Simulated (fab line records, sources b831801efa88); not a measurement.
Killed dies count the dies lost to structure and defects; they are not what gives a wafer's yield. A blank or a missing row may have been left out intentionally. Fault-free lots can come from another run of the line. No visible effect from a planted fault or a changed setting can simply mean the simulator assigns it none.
fab line records | flow sky130
record lots=6 wafers=18 lastDay=49
route steps=708 shown SONOS_ONO@176 GATE_OXIDE@187 POLY_GATE@204 PAD_OPEN@708
lots that met no fault: from a run of the same line without faults
startH: hours from the record's opening day to when the first of the lot's shown wafers began | waitH: how many hours have passed since the lot's step before this one | " same as the row above | L1.1+2: a single row standing in for several wafers | - no value, or no start given | * or withheld: withheld | < > ~ a bound
route shown NAME@n: names a module that has steps shown in the file, with the first one's number in the route | usual: the fault-free wafers' mean and standard deviation | same: alike in all rows | chamber/n: place in a boat | sites: per-site readings | _std_site: the values' standard deviation | _edge_site: inner sites' mean taken away from outer sites' mean | radiusMm: how far each site lies from the wafer's centre | mask NAME#n: copy n | behind: the last tool/chamber to shape the wafer | hold: what put the lot on hold/how long, in hours/how the hold closed | device: which transistor (n, p or np) failed to switch | end of line: the tests these same wafers got at the end of their route | step lacking rows: just its recipe | killed: count of dies lost to structure and defects at first sort (not the wafer's yield) | map: dies across one wafer; x = killed, . = not, _ = none there
set.NAME: setting as actually run; set.NAME@STEP: the setting as run at that earlier step | model.NAME: the simulator's own value behind a step, which no gauge read
a table for each step, a row for each wafer; lots at some steps of the route
services: from which hour (startH, from the record's first day; less than 0 if before it) a tool's chamber was out of use, for how many hours, and why
## steps
# step SKY_SONOS_ONO_COAT_08
# recipe resist=NOVOLAK spinRpm=2978 resistThkNm=1140
# step SKY_SONOS_ONO_SOFTBAKE_09
# recipe tempC=90 timeS=60 resist=NOVOLAK
# step SKY_SONOS_ONO_EXPOSE_10
# recipe maskId=ONOM targetCdNm=410 na=0.6 sourceShape=conventional sigmaOuter=0.6 doseMj=150
# step SKY_SONOS_ONO_PEB_11
# recipe tempC=withheld timeS=* resist=NOVOLAK
# step SKY_SONOS_ONO_DEVELOP_12
# recipe developTimeS=60 devTempC=23
# step SKY_SONOS_ONO_CD_MEAS_13
# recipe targetCdNm=410
# usual cdNm=410.4/2.6
# columns lot.wafer tool chamber startH waitH cdNm
L377.3 cdSem-02 - 269.32 0.1 410.1
L377.5 " - " " 411.0
L377.6 " - " " 411.7
L380.2 cdSem-02 - 313.08 0.1 411.9
L380.3 " - " " 410.7
L380.6 " - " " 411.5
L383.2 cdSem-02 - 343.07 0.1 405.7
L383.3 " - " " 409.6
L383.5 " - " " 407.2
L385.1 cdSem-02 - 353.45 0.1 415.5
L385.4 " - " " 411.7
L385.5 " - " " 413.3
L395.1 cdSem-02 - 422.98 0.1 410.0
L395.2 " - " " 410.6
L395.5 " - " " 410.0
L396.2 cdSem-02 - 431.68 0.1 410.2
L396.3 " - " " 410.5
L396.4 " - " " 411.1
# step SKY_SONOS_ONO_OVL_MEAS_14
# usual SONOS_ONO_OVL=-0.3/1.6
# columns lot.wafer tool chamber startH waitH SONOS_ONO_OVL[nm]
L377.3 overlay-01 - 269.42 0.1 0.0
L377.5 " - " " 0.1
L377.6 " - " " 2.3
L380.2 overlay-01 - 313.19 0.1 0.9
L380.3 " - " " 1.2
L380.6 " - " " -0.5
L383.2 overlay-02 - 343.17 0.1 0.4
L383.3 " - " " 1.3
L383.5 " - " " -0.6
L385.1 overlay-02 - 353.57 0.1 -0.8
L385.4 " - " " -1.5
L385.5 " - " " -1.0
L395.1 overlay-02 - 423.10 0.1 0.0
L395.2 " - " " -1.5
L395.5 " - " " 0.2
L396.2 overlay-02 - 431.79 0.1 -1.6
L396.3 " - " " -1.6
L396.4 " - " " -0.2
# step SKY_SONOS_ONO_ETCH_15
# recipe targetDepthNm=19.52 chemistry=CHF3/O2 sourceW=600 biasW=200 pressureMtorr=40 chf3FlowSccm=50 O2_flow_sccm=5 timeS=7.8
# usual drypumpMotorCurrentA=5.91/0.27 oesProductAu=0.999/0.0076 rfFwdPowerW=587.7/2.8 throttleValvePct=8.825/0.0092
# columns lot.wafer tool chamber startH waitH drypumpMotorCurrentA oesProductAu rfFwdPowerW rfHoursCounterH throttleValvePct
L377.3 rieDiel-04 0 269.44 0.0 6.31 0.999 583.7 93 8.831
L377.5 " 2 " " 5.86 0.993 588.0 - 8.839
L377.6 " 3 " " 5.48 1.005 587.7 - 8.834
L380.2 rieDiel-03 1 313.22 0.0 5.80 0.993 589.4 97 8.823
L380.3 " 2 " " 5.75 1.017 583.9 93 8.816
L380.6 " 2 " " 5.76 1.003 584.1 - 8.831
L383.2 rieDiel-04 2 343.20 0.0 5.86 0.995 588.3 5 8.834
L383.3 " 3 " " 5.48 1.010 586.3 71 8.822
L383.5 " 0 " " 6.32 1.004 587.1 - 8.833
L385.1 rieDiel-04 1 353.60 0.0 5.67 0.998 585.7 1 8.823
L385.4 " 3 " " 5.49 1.011 586.0 71 8.828
L385.5 " 2 " " 5.89 1.001 585.5 - 8.821
L395.1 rieDiel-03 1 423.14 0.0 5.83 0.986 583.3 99 8.811
L395.2 " 0 " " 5.53 0.993 588.1 25 8.826
L395.5 " 1 " " 5.81 0.994 583.8 - 8.832
L396.2 rieDiel-03 1 431.82 0.0 5.80 0.993 586.8 100 8.831
L396.3 " 0 " " 5.53 0.994 588.4 25 8.805
L396.4 " 3 " " 6.18 0.998 585.1 4 8.834
# step SKY_SONOS_ONO_WET_ETCH_16
# recipe chemistry=dHF targetDepthNm=14 dry=n2Spin target=SiO2 dilution=100:1 tempC=25 timeS=280
# step SKY_SONOS_ONO_STRIP_17
# recipe chemistry=O2/N2 powerW=1400 pressureMtorr=1500 platenTempC=withheld o2FlowSccm=3000 n2FlowSccm=300 overashFraction=0.5
# usual drypumpMotorCurrentA=5.7/0.45 o2FlowSccm=3001/8.8 oesProductAu=0.710/0.0046 stripTimeToEndpointS=14.17/0.048
# columns lot.wafer tool chamber startH waitH drypumpMotorCurrentA o2FlowSccm oesProductAu rfHoursCounterH stripTimeToEndpointS
L377.3 plasmaAsher-01 1 269.58 0.0 4.9 3009 0.700 - 14.23
L377.5 " 1 " " 4.9 3008 0.713 - 14.19
L377.6 " 0 " " 5.7 2986 0.710 - 14.14
L380.2 plasmaAsher-04 1 313.33 0.0 6.1 2997 0.714 50 14.25
L380.3 " 1 " " 6.2 3000 0.709 - 14.19
L380.6 " 0 " " 6.1 2994 0.706 - 14.19
L383.2 plasmaAsher-01 0 343.43 0.0 5.7 2996 0.701 65 14.10
L383.3 " 1 " " 5.0 2991 0.712 - 14.11
L383.5 " 1 " " 5.0 2993 0.711 - 14.16
L385.1 plasmaAsher-01 0 353.80 0.0 5.7 2992 0.707 66 14.13
L385.4 " 1 " " 4.9 3002 0.706 - 14.09
L385.5 " 0 " " 5.7 3017 0.704 - 14.13
L395.1 plasmaAsher-01 0 423.25 0.0 5.7 2996 0.708 73 14.20
L395.2 " 1 " " 4.9 3004 0.714 73 14.21
L395.5 " 0 " " 5.7 3003 0.712 - 14.18
L396.2 plasmaAsher-04 1 431.93 0.0 6.2 2996 0.707 62 14.24
L396.3 " 1 " " 6.1 3000 0.707 - 14.24
L396.4 " 0 " " 6.1 3001 0.707 - 14.25
# step SKY_SONOS_ONO_WET_ETCH_18
# recipe chemistry=H3PO4 targetDepthNm=15 target=Si3N4 tempC=160 timeS=172
# step SKY_GATE_OXIDE_CLEAN_00
# recipe chemistry=SC1/SC2 mix=1:4:20 tempC=70 timeS=150 dry=n2Spin
# step SKY_GATE_OXIDE_OXIDATION_01
# recipe tempC=900 ambient=O2 stabiliseS=600 purgeS=300 targetThkA=102.68 oxTimeS=1473
# usual spikeTcBottomC=914.8/1.1 spikeTcCentreC=900.8/0.96 spikeTcLowerC=901.8/1 spikeTcTopC=906.9/1.1 spikeTcUpperC=901.3/1.6 tubeCenterTempC=899.99/0.085 tube_center_temp_C_max=902.3/0.37 zonePowerTopPct=37.8/0.79
# columns lot.wafer tool chamber startH waitH spikeTcBottomC spikeTcCentreC spikeTcLowerC spikeTcTopC spikeTcUpperC tubeCenterTempC tube_center_temp_C_max zonePowerTopPct model.SiO2_of_GATE_OXIDE_OXIDATION_01.thkNm
L377.3 furnace-01 0 270.55 0.8 913.6 901.0 899.9 905.6 903.1 900.15 902.2 37.8 10.07
L377.5 " 0 " " 914.3 900.5 902.4 906.0 902.4 900.1 902.3 38.4 10.28
L377.6 " 0 " " 914.3 900.6 901.5 906.4 900.5 900.01 902.2 38.5 10.34
L380.2 furnace-01 0 314.49 1.0 913.2 900.8 902.8 907.7 902.9 900.01 902.4 37.8 10.01
L380.3 " 0 " " 915.4 900.9 901.3 906.9 901.5 899.95 901.9 38.1 10.26
L380.6 " 0 " " 916.3 901.5 902.7 906.8 902.8 899.9 902.7 38.0 10.16
L383.2 furnace-02 0 345.16 1.5 916.1 902.0 901.5 906.6 900.6 900.03 901.8 36.6 10.34
L383.3 " 0 " " 914.2 900.3 901.8 907.3 900.4 899.9 902.3 36.3 10.52
L383.5 " 0 " " 914.9 898.9 902.6 906.2 900.7 900.01 901.8 36.9 10.52
L385.1 furnace-02 0 354.00 0.0 916.3 901.2 902.2 909.9 899.2 900.07 902.3 36.4 10.59
L385.4 " 0 " " 916.5 899.8 902.5 906.8 899.0 900.03 902.1 37.2 10.63
L385.5 " 0 " " 915.9 899.5 900.2 905.8 897.4 900.04 902.5 36.4 10.6
L395.1 furnace-01 0 423.46 0.0 892.7 879.6 880.6 884.8 878.4 877.38 880.1 36.7 7.976
L395.2 " 0 " " 892.9 878.0 879.3 884.1 879.3 877.3 879.1 36.9 7.758
L395.5 " 0 " " 891.4 878.4 880.0 885.5 878.3 877.38 880.0 36.6 7.922
L396.2 furnace-01 0 436.00 3.9 890.4 878.8 880.9 885.8 878.0 877.59 879.4 36.1 7.976
L396.3 " 0 " " 892.1 876.9 878.7 885.1 880.5 877.42 879.5 37.5 7.889
L396.4 " 0 " " 892.1 877.6 880.8 884.7 878.5 877.46 879.6 36.9 7.883
# step SKY_GATE_OXIDE_THK_MEAS_02
# recipe reads=SiO2_of_GATE_OXIDE_OXIDATION_01
# usual GATE_OXIDE_OXIDATION_00_THK=10.28/0.19
# columns lot.wafer tool chamber startH waitH GATE_OXIDE_OXIDATION_00_THK[nm]
L377.3 filmMetro-01 - 271.98 0.0 10.09
L377.5 " - " " 10.29
L377.6 " - " " 10.35
L380.2 filmMetro-04 - 315.91 0.0 10.00
L380.3 " - " " 10.27
L380.6 " - " " 10.17
L383.2 filmMetro-02 - 346.58 0.0 10.32
L383.3 " - " " 10.54
L383.5 " - " " 10.50
L385.1 filmMetro-01 - 355.41 0.0 10.56
L385.4 " - " " 10.68
L385.5 " - " " 10.56
L395.1 filmMetro-01 - 424.87 0.0 7.98
L395.2 " - " " 7.75
L395.5 " - " " 7.91
L396.2 filmMetro-01 - 437.42 0.0 7.96
L396.3 " - " " 7.91
L396.4 " - " " 7.88
# step SKY_GATE_OXIDE_DEHYDRATE_03
# recipe tempC=200 timeS=60
# step SKY_GATE_OXIDE_HMDS_04
# recipe primeTimeS=60 primeTempC=120
# step SKY_GATE_OXIDE_COAT_05
# recipe resist=NOVOLAK spinRpm=3000 resistThkNm=1140
# step SKY_GATE_OXIDE_SOFTBAKE_06
# recipe tempC=90 timeS=60 resist=NOVOLAK
# step SKY_GATE_OXIDE_EXPOSE_07
# recipe maskId=LVOM na=0.6 sourceShape=conventional sigmaOuter=0.6 polarization=unpolarized targetCdNm=600 doseMj=170
# step SKY_GATE_OXIDE_PEB_08
# recipe tempC=withheld timeS=* resist=NOVOLAK
# step SKY_GATE_OXIDE_DEVELOP_09
# recipe resist=NOVOLAK developer=TMAH developTimeS=60 devTempC=23
# step SKY_GATE_OXIDE_OVL_MEAS_10
# usual GATE_OXIDE_OVL=-0.6/1.8
# columns lot.wafer tool chamber startH waitH GATE_OXIDE_OVL[nm]
L377.3 overlay-02 - 296.69 0.1 1.0
L377.5 " - " " -1.7
L377.6 " - " " -0.4
L380.2 overlay-01 - 341.04 0.1 0.7
L380.3 " - " " 0.3
L380.6 " - " " -0.6
L383.2 overlay-01 - 374.97 0.1 2.5
L383.3 " - " " 0.7
L383.5 " - " " 2.6
L385.1 overlay-02 - 383.43 0.1 -1.0
L385.4 " - " " -1.3
L385.5 " - " " -2.0
L395.1 overlay-01 - 454.71 0.1 2.2
L395.2 " - " " 1.2
L395.5 " - " " 4.0
L396.2 overlay-02 - 468.04 0.1 -3.2
L396.3 " - " " -3.5
L396.4 " - " " -1.4
# step SKY_GATE_OXIDE_IMPLANT_11
# recipe species=B energyKev=10 doseCm2=2.6e+12 tiltDeg=withheld
# step SKY_GATE_OXIDE_WET_ETCH_12
# recipe chemistry=dHF targetDepthNm=16.8 dry=n2Spin target=SiO2 dilution=100:1 tempC=25 timeS=336
# step SKY_GATE_OXIDE_STRIP_13
# recipe chemistry=O2/N2 powerW=1400 pressureMtorr=1500 platenTempC=withheld o2FlowSccm=3000 n2FlowSccm=300 overashFraction=0.5
# usual drypumpMotorCurrentA=5.7/0.44 o2FlowSccm=3000/9.5 oesProductAu=0.715/0.0045 stripTimeToEndpointS=14.20/0.045
# columns lot.wafer tool chamber startH waitH drypumpMotorCurrentA o2FlowSccm oesProductAu rfHoursCounterH stripTimeToEndpointS
L377.3 plasmaAsher-04 0 297.00 0.0 6.2 2989 0.712 - 14.27
L377.5 " 0 " " 6.2 3007 0.716 - 14.24
L377.6 " 1 " " 6.1 3031 0.716 - 14.22
L380.2 plasmaAsher-02 1 341.32 0.0 5.4 3017 0.728 64 14.29
L380.3 " 0 " " 5.1 3013 0.719 - 14.25
L380.6 " 0 " " 5.1 3010 0.717 - 14.28
L383.2 plasmaAsher-04 0 375.35 0.0 6.2 3003 0.708 56 14.19
L383.3 " 0 " " 6.1 2997 0.721 - 14.20
L383.5 " 1 " " 6.1 3015 0.710 - 14.15
L385.1 plasmaAsher-02 1 383.72 0.0 5.4 2983 0.720 68 14.11
L385.4 " 0 " " 5.1 2998 0.709 - 14.13
L385.5 " 0 " " 5.1 2993 0.714 - 14.10
L395.1 plasmaAsher-02 0 455.00 0.0 5.1 2996 0.708 2 14.16
L395.2 " 1 " " 5.4 3014 0.717 2 14.15
L395.5 " 1 " " 5.4 3006 0.723 - 14.14
L396.2 plasmaAsher-04 1 468.32 0.0 6.1 2992 0.718 66 14.25
L396.3 " 0 " " 6.2 3001 0.714 - 14.26
L396.4 " 1 " " 6.1 3020 0.715 - 14.27
# step SKY_GATE_OXIDE_TW_MEAS_14
# usual GATE_OXIDE_TW=226.3/2.4
# columns lot.wafer tool chamber startH waitH GATE_OXIDE_TW
L377.3 filmMetro-02 - 297.09 0.1 225.6
L377.5 " - " " 226.7
L377.6 " - " " 227.1
L380.2 filmMetro-04 - 341.43 0.1 223.2
L380.3 " - " " 222.0
L380.6 " - " " 222.3
L383.2 filmMetro-02 - 375.46 0.1 225.3
L383.3 " - " " 224.6
L383.5 " - " " 225.0
L385.1 filmMetro-02 - 383.82 0.1 225.0
L385.4 " - " " 224.9
L385.5 " - " " 226.0
L395.1 filmMetro-01 - 455.10 0.1 228.9
L395.2 " - " " 229.5
L395.5 " - " " 229.7
L396.2 filmMetro-02 - 468.43 0.1 227.5
L396.3 " - " " 227.2
L396.4 " - " " 226.4
# step SKY_GATE_OXIDE_CLEAN_15
# recipe chemistry=SC1/SC2 mix=1:4:20 tempC=70 timeS=143.4 dry=n2Spin
# step SKY_GATE_OXIDE_OXIDATION_16
# recipe tempC=800 ambient=O2 idleTempC=700 rampUpCPerMin=10 rampDownCPerMin=3 stabiliseS=600 purgeS=300 targetThkA=35.7 oxTimeS=1915
# usual oxTempCMax=803.6/0.65 spikeTcBottomC=816.0/1.3 spikeTcCentreC=800.8/0.99 spikeTcLowerC=801.6/1 spikeTcTopC=809.1/1.2 spikeTcUpperC=800.8/1.6 tubeCenterTempC=800/0.076 tube_center_temp_C_max=802.1/0.32 zonePowerTopPct=31.2/0.7
# columns lot.wafer tool chamber startH waitH oxTempCMax spikeTcBottomC spikeTcCentreC spikeTcLowerC spikeTcTopC spikeTcUpperC tubeCenterTempC tube_center_temp_C_max zonePowerTopPct model.SiO2_of_GATE_OXIDE_OXIDATION_01.thkNm
L377.3 furnace-02 0 297.18 0.0 803.7 816.4 799.3 801.4 809.6 799.2 800.05 801.9 30.8 11.5
L377.5 " 0 " " 804.8 816.8 800.6 801.2 807.9 800.6 800.15 802.1 30.2 11.71
L377.6 " 0 " " 803.3 817.7 799.5 801.3 809.0 798.7 800.02 802.3 30.2 11.73
L380.2 furnace-02 0 343.63 2.1 803.7 816.7 801.0 801.7 810.1 798.0 800.12 802.0 30.7 11.4
L380.3 " 0 " " 803.7 816.1 800.0 801.7 808.5 798.5 799.94 801.6 30.5 11.61
L380.6 " 0 " " 803.2 816.5 799.7 800.3 809.6 799.6 799.9 801.8 30.6 11.53
L383.2 furnace-02 0 375.83 0.3 803.1 816.9 801.5 802.2 811.6 800.1 800.04 802.2 30.1 11.69
L383.3 " 0 " " 803.6 816.5 800.8 802.2 807.5 800.3 799.98 802.2 30.8 11.9
L383.5 " 0 " " 803.4 818.4 798.4 801.8 809.1 798.9 799.95 801.9 30.4 11.91
L385.1 furnace-02 0 383.93 0.0 803.0 817.7 800.2 801.8 810.1 799.3 799.9 801.5 30.3 11.96
L385.4 " 0 " " 804.1 816.8 801.0 800.9 809.9 799.1 800.02 802.1 30.5 11.98
L385.5 " 0 " " 804.2 817.1 800.0 800.5 809.5 800.6 799.92 801.9 30.6 11.94
L395.1 furnace-01 0 455.76 0.6 803.7 815.9 801.4 800.5 809.7 801.8 800.09 802.5 31.9 9.601
L395.2 " 0 " " 803.3 814.5 801.3 802.0 809.0 802.5 799.97 802.0 32.3 9.393
L395.5 " 0 " " 803.1 816.3 801.8 801.9 807.0 801.0 799.97 802.0 31.7 9.517
L396.2 furnace-01 0 469.46 0.9 802.4 815.5 801.3 801.1 807.8 803.1 799.79 801.4 32.1 9.521
L396.3 " 0 " " 803.5 816.5 801.7 801.5 807.5 804.2 800.02 801.7 31.9 9.447
L396.4 " 0 " " 803.0 814.4 801.9 801.0 807.9 802.6 800.03 802.3 31.5 9.435
# step SKY_POLY_GATE_CVD_00
# recipe material=poly-Si targetThkNm=180 tempC=620 timeS=720 pressureMtorr=200
# step SKY_PAD_OPEN_PROBE_99
# usual killed_at_M0_to_M3=44/7.4 killed_at_M4_up=3.2/2 killedAtContacts=24/5.1 killedAtFrontEnd=15/4.8 killedAtOther=0.2/0.46 killedDies=86/10 killedOpen=47/7.5 killedShort=39/7
# same grossDies=492 killedAtBackSide=0
# columns lot.wafer tool chamber startH waitH killed_at_M0_to_M3 killed_at_M4_up killedAtContacts killedAtFrontEnd killedAtOther killedDies killedOpen killedShort model.etest.nfet_16v.rOnOhmUm model.etest.pfet_16v.rOnOhmUm model.etest.pfetG5v0d10v5.rOnOhmUm model.etest.tipSonos.rsOhmSq model.etest.nfetG5v0d10v5.rOnOhmUm model.etest.nfetG5v0d10v5.driveUaUm model.etest.nfet_05v0_nvt.driveUaUm model.etest.pfet_01v8.rOnOhmUm
L377.3 prober-01 - 1064.29 0.2 48 2 28 17 0 95 57 38 1.393e+04 1.553e+04 4625 2699 1837 613.1 587.1 2769
L377.5 prober-01 - 1064.39 0.2 48 6 29 12 1 96 51 45 1.414e+04 1.576e+04 4743 2717 1903 607 576.1 2908
L377.6 prober-01 - 1064.44 0.2 39 2 21 21 0 83 42 41 1.414e+04 1.546e+04 4762 2761 1884 602.3 569.6 2822
L380.2 prober-01 - 1101.88 0.1 32 7 26 23 1 89 39 50 1.402e+04 1.561e+04 4724 2627 1841 624 586.6 2881
L380.3 prober-01 - 1101.93 0.2 41 4 22 9 0 76 34 40 1.406e+04 1.563e+04 4760 2654 1890 610.6 576.3 2921
L380.6 prober-01 - 1102.08 0.2 55 5 24 14 0 98 53 44 1.4e+04 1.569e+04 4699 2652 1868 611.9 581.7 2894
L383.2 prober-01 - 1128.82 0.1 32 5 33 8 0 78 44 34 1.411e+04 1.556e+04 4820 2704 1889 598.5 569.6 2856
L383.3 prober-01 - 1128.87 0.2 47 0 21 15 0 83 52 31 1.414e+04 1.567e+04 4814 2744 1906 589.2 566.8 2855
L383.5 prober-01 - 1128.97 0.2 32 1 31 9 0 73 39 34 1.416e+04 1.574e+04 4850 2758 1897 591.7 565 2893
L385.1 prober-02 - 1130.18 0.1 37 3 23 17 0 80 42 38 1.446e+04 1.57e+04 4787 2736 1899 592.4 565.5 2896
L385.4 prober-02 - 1130.33 0.2 42 5 29 12 1 89 50 38 1.467e+04 1.59e+04 4874 2733 1931 586.5 562.2 2982
L385.5 prober-02 - 1130.38 0.2 47 5 25 18 0 95 45 49 1.455e+04 1.575e+04 4870 2719 1934 589.6 563.3 2960
L395.1 prober-01 - 1174.72 0.1 60 3 19 19 1 102 53 49 1.283e+04 1.509e+04 4269 2269 1697 734.2 690.4 2780
L395.2 prober-01 - 1174.77 0.1 46 6 17 9 0 78 43 35 1.277e+04 1.512e+04 4255 2239 1681 746.2 700.2 2853
L395.5 prober-01 - 1174.92 0.2 48 2 23 15 1 89 51 38 1.294e+04 1.514e+04 4252 2251 1702 738 687.1 2822
L396.2 prober-02 - 1182.82 0.1 31 3 24 9 0 67 33 34 1.284e+04 1.511e+04 4299 2299 1699 734.5 679.9 2886
L396.3 prober-02 - 1182.87 0.2 34 5 26 18 0 83 41 42 1.289e+04 1.513e+04 4376 2270 1707 733.2 681.3 2868
L396.4 prober-02 - 1182.92 0.2 44 6 21 11 1 83 46 37 1.282e+04 1.512e+04 4347 2273 1704 736.2 687.5 2923
# killed by level:class
L377.3 VIA1:geometricParticle:open=13 CONTACT:geometricParticle:open=10 VIA2:geometricParticle:open=9 LI_CONTACT:geometricParticle:open=7 LOCAL_INTERCONNECT:geometricParticle:short=6 METAL2:geometricParticle:short=6 FIELD_ISO:geometricParticle:open=4 FIELD_ISO:geometricParticle:short=4
L377.5 VIA1:geometricParticle:open=17 CONTACT:geometricParticle:open=9 METAL1:geometricParticle:short=8 LOCAL_INTERCONNECT:geometricParticle:short=7 VIA2:geometricParticle:open=7 LI_CONTACT:geometricParticle:open=5 FIELD_ISO:geometricParticle:short=4 POLY_GATE:geometricParticle:short=4
L377.6 VIA1:geometricParticle:open=9 CONTACT:geometricParticle:open=7 VIA2:geometricParticle:open=7 POLY_GATE:geometricParticle:short=5 VIA3:geometricParticle:open=5 CONTACT:geometricParticle:short=5 LOCAL_INTERCONNECT:geometricParticle:short=5 METAL2:geometricParticle:short=5
L380.2 CONTACT:geometricParticle:open=7 CONTACT:geometricParticle:short=6 METAL1:geometricParticle:short=6 VIA1:geometricParticle:open=6 POLY_GATE:geometricParticle:short=5 LI_CONTACT:geometricParticle:open=5 METAL4:geometricParticle:short=5 VIA1:geometricParticle:short=5
L380.3 CONTACT:geometricParticle:short=8 METAL1:geometricParticle:short=8 VIA2:geometricParticle:open=7 VIA1:geometricParticle:short=6 VIA1:geometricParticle:open=5 METAL2:geometricParticle:short=5 LI_CONTACT:geometricParticle:short=4 LI_CONTACT:geometricParticle:open=4
L380.6 VIA1:geometricParticle:open=12 LI_CONTACT:geometricParticle:open=8 METAL1:geometricParticle:short=8 VIA3:geometricParticle:open=7 LOCAL_INTERCONNECT:geometricParticle:short=6 VIA2:geometricParticle:open=6 POLY_GATE:geometricParticle:open=5 CONTACT:geometricParticle:open=5
L383.2 CONTACT:geometricParticle:open=12 LI_CONTACT:geometricParticle:open=9 METAL1:geometricParticle:short=8 CONTACT:geometricParticle:short=7 VIA3:geometricParticle:open=7 POLY_GATE:geometricParticle:open=6 VIA1:geometricParticle:open=6 METAL4:geometricParticle:short=5
L383.3 LI_CONTACT:geometricParticle:open=8 VIA1:geometricParticle:open=8 VIA1:geometricParticle:short=8 VIA3:geometricParticle:open=7 CONTACT:geometricParticle:open=7 VIA2:geometricParticle:open=6 POLY_GATE:geometricParticle:open=5 METAL2:geometricParticle:short=4
L383.5 CONTACT:geometricParticle:open=13 CONTACT:geometricParticle:short=8 VIA2:geometricParticle:open=6 LI_CONTACT:geometricParticle:open=5 VIA1:geometricParticle:open=5 VIA1:geometricParticle:short=4 LOCAL_INTERCONNECT:geometricParticle:short=4 METAL2:geometricParticle:short=4
L385.1 VIA1:geometricParticle:open=10 CONTACT:geometricParticle:open=7 VIA2:geometricParticle:open=7 FIELD_ISO:geometricParticle:open=6 LI_CONTACT:geometricParticle:open=6 CONTACT:geometricParticle:short=5 METAL3:geometricParticle:short=5 FIELD_ISO:geometricParticle:short=4
L385.4 LI_CONTACT:geometricParticle:open=12 CONTACT:geometricParticle:open=9 VIA1:geometricParticle:open=7 METAL2:geometricParticle:short=6 VIA2:geometricParticle:open=6 POLY_GATE:geometricParticle:short=5 LOCAL_INTERCONNECT:geometricParticle:short=5 METAL3:geometricParticle:open=5
L385.5 LI_CONTACT:geometricParticle:open=9 METAL1:geometricParticle:short=9 CONTACT:geometricParticle:open=7 VIA1:geometricParticle:short=6 VIA1:geometricParticle:open=6 VIA2:geometricParticle:open=5 METAL3:geometricParticle:short=5 POLY_GATE:geometricParticle:open=4
L395.1 VIA1:geometricParticle:open=13 CONTACT:geometricParticle:open=10 VIA2:geometricParticle:short=8 VIA2:geometricParticle:open=8 VIA3:geometricParticle:open=7 VIA3:geometricParticle:short=6 FIELD_ISO:geometricParticle:open=5 POLY_GATE:geometricParticle:short=5
L395.2 VIA1:geometricParticle:open=10 METAL2:geometricParticle:short=7 VIA3:geometricParticle:open=6 LI_CONTACT:geometricParticle:open=5 VIA2:geometricParticle:open=5 VIA3:geometricParticle:short=5 FIELD_ISO:geometricParticle:open=4 CONTACT:geometricParticle:open=4
L395.5 VIA1:geometricParticle:open=11 VIA3:geometricParticle:open=9 CONTACT:geometricParticle:open=8 FIELD_ISO:geometricParticle:open=6 LOCAL_INTERCONNECT:geometricParticle:short=6 LI_CONTACT:geometricParticle:open=5 METAL3:geometricParticle:short=5 VIA2:geometricParticle:open=4
L396.2 CONTACT:geometricParticle:open=9 VIA1:geometricParticle:open=6 METAL1:geometricParticle:short=5 LI_CONTACT:geometricParticle:open=4 LOCAL_INTERCONNECT:geometricParticle:short=4 VIA3:geometricParticle:open=4 LI_CONTACT:geometricParticle:short=3 CONTACT:geometricParticle:short=3
L396.3 CONTACT:geometricParticle:open=9 VIA1:geometricParticle:short=9 LI_CONTACT:geometricParticle:open=7 FIELD_ISO:geometricParticle:open=5 CONTACT:geometricParticle:short=5 VIA1:geometricParticle:open=5 METAL2:geometricParticle:short=5 METAL4:geometricParticle:short=5
L396.4 VIA1:geometricParticle:open=10 CONTACT:geometricParticle:open=9 METAL1:geometricParticle:short=9 VIA2:geometricParticle:open=7 VIA3:geometricParticle:open=7 POLY_GATE:geometricParticle:short=5 LI_CONTACT:geometricParticle:open=4 METAL4:geometricParticle:short=4
## services
# columns tool chamber startH hours kind
rieDiel-03 0 246.22 8.0 repair
plasmaAsher-04 - 250.25 0.4 repair
plasmaAsher-01 - 252.68 9.1 repair
furnace-02 - 260.48 2.8 pm
rieDiel-04 1 262.77 - clean
rieDiel-04 1 262.77 19.8 scheduledDown
rieDiel-04 - 285.00 4.9 repair
plasmaAsher-02 - 295.69 2.2 repair
rieDiel-04 - 302.92 28.1 pm
plasmaAsher-02 - 317.88 5.0 repair
furnace-01 - 327.68 4.7 pm
rieDiel-04 2 338.77 3.4 repair
plasmaAsher-01 - 346.97 1.5 repair
rieDiel-03 3 347.35 3.2 repair
plasmaAsher-02 - 357.40 0.4 repair
furnace-01 - 363.49 4.7 pm
rieDiel-03 2 366.71 15.3 repair
plasmaAsher-02 - 411.99 16.5 repair
rieDiel-03 - 412.85 2.8 pm
plasmaAsher-02 - 428.52 9.0 pm
plasmaAsher-02 - 431.02 0.7 repair
rieDiel-04 - 432.95 2.8 pm
furnace-02 - 434.01 2.3 pm
plasmaAsher-02 - 462.08 4.4 repair
## key
firstSign step=SKY_GATE_OXIDE_OXIDATION_01 reading=tubeCenterTempC direction=down sigmas=99+ usual=* struck=*
effect step=SKY_GATE_OXIDE_OXIDATION_01 reading=tube_center_temp_C_max direction=down sigmas=62 usual=* struck=*
effect step=SKY_GATE_OXIDE_THK_MEAS_02 reading=GATE_OXIDE_OXIDATION_00_THK direction=down sigmas=13 usual=10.28 struck=7.90
modelEffect step=SKY_GATE_OXIDE_OXIDATION_01 value=SiO2_of_GATE_OXIDE_OXIDATION_01.thkNm without=10.22 struck=7.901
modelEffect step=SKY_GATE_OXIDE_OXIDATION_16 value=SiO2_of_GATE_OXIDE_OXIDATION_01.thkNm without=11.62 struck=9.486
modelEffect step=SKY_PAD_OPEN_PROBE_99 value=etest.nfet_16v.rOnOhmUm without=1.409e+04 struck=1.285e+04
metAt SKY_GATE_OXIDE_OXIDATION_01
struckWafers L395.1,L395.2,L395.5,L396.2,L396.3,L396.4
testerLeftOut L395,L396
onsetBetween 314.49 423.46
fault kind=processParameterDrift tool=furnace-01 chamber=- onsetH=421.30 steps=SKY_GATE_OXIDE_OXIDATION_01 channel=tempC offset=* shape=step endH=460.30 actsIn=* stated=*
# testerLeftOut: of these lots the tester's yield and bins aren't shown, on N5 and GAA mostly nor the transistor test; their killed dies are dies lost to structure and defects alone, not to doping, threshold or leakage, so they don't give the yield
